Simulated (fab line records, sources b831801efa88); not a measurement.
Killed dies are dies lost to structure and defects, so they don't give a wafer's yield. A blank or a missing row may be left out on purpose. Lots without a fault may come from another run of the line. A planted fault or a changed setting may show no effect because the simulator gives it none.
A struck lot beside a sound one | flow gf180mcu | 14 steps out of a route of 602
Sound: wafers L305.1, L305.3, L305.4. Struck: wafers L308.2, L308.5, L308.6. The cause comes at the end.
At each step with rows: each side's tool, then ch and its chambers, then its first start. Under that, the readings that differ: sound wafers | struck wafers | difference of the means | sigmas: that difference in standard deviations of wafers without a fault.
alike: readings whose means differ by less than 2 such deviations, and words and numbers that are the same on both sides. not compared: withheld readings, readings that some wafer has no value for, bounds like >300 that may hide the same value, and numbers for which the record gives no deviation and whose values overlap.
The two part at a step that has a row with sigmas, a row that says differs or no value, or rows on one side only. Numbers that don't overlap but have no deviation are shown without sigmas and don't part them. A reading that every wafer of one side lacks parts them only if that side has two wafers or more.

first, 1 step without rows for these wafers: GF_HV_LDD_DEVELOP_06 (develop time 60 s).
GF_HV_LDD_CD_MEAS_07: target cd 400 nm.
  sound on cd_sem-01, day 14 18:04; struck on cd_sem-01, day 15 23:32
  alike: cd_nm
GF_HV_LDD_OVL_MEAS_08:
  sound on overlay-01, day 14 18:11; struck on overlay-02, day 15 23:39
  alike: HV_LDD_OVL
then, 1 step without rows for these wafers: GF_HV_LDD_IMPLANT_09.
GF_HV_LDD_STRIP_10: strips in O2/N2.
  sound on plasma_asher-03 ch 0,1, day 14 18:23; struck on plasma_asher-02 ch 0,1, day 15 23:50
  alike: drypump_motor_current_A, heater_power_w, oes_product_au, strip_time_to_endpoint_s
  not compared: rf_hours_counter_h
GF_HV_LDD_TW_MEAS_11:
  sound on film_metro-04, day 14 18:29; struck on film_metro-03, day 15 23:56
  alike: HV_LDD_TW
then, 6 steps without rows for these wafers: GF_HV_LDD_DEHYDRATE_12 (time 60 s); GF_HV_LDD_HMDS_13 (prime time 60 s); GF_HV_LDD_COAT_14 (resist thk 1000 nm); GF_HV_LDD_SOFTBAKE_15 (time 60 s); GF_HV_LDD_EXPOSE_16 (exposes mask Pplus LV AREA, target cd 400 nm); GF_HV_LDD_PEB_17.
GF_HV_LDD_DEVELOP_18: develop time 60 s.
  sound on litho_track-04 ch 0, day 15 15:56; struck on litho_track-04, day 16 22:04
  no value came back on the struck wafers for chill_plate_temp_C (C), develop_time_s (s); on the sound wafers chill_plate_temp_C (C) reads 22.86 22.92 22.97
GF_HV_LDD_CD_MEAS_19: target cd 400 nm.
  sound on cd_sem-01, day 15 16:05; struck on cd_sem-02, day 16 22:13
  reading    | sound             | struck | difference                    | sigmas
  cd_nm (nm) | 399.8 400.2 401.5 | - - -  | no value on the struck wafers |

WHERE THEY PART
First at GF_HV_LDD_DEVELOP_18; last, within this record, at GF_HV_LDD_CD_MEAS_19.

WHY: what the simulator had put in
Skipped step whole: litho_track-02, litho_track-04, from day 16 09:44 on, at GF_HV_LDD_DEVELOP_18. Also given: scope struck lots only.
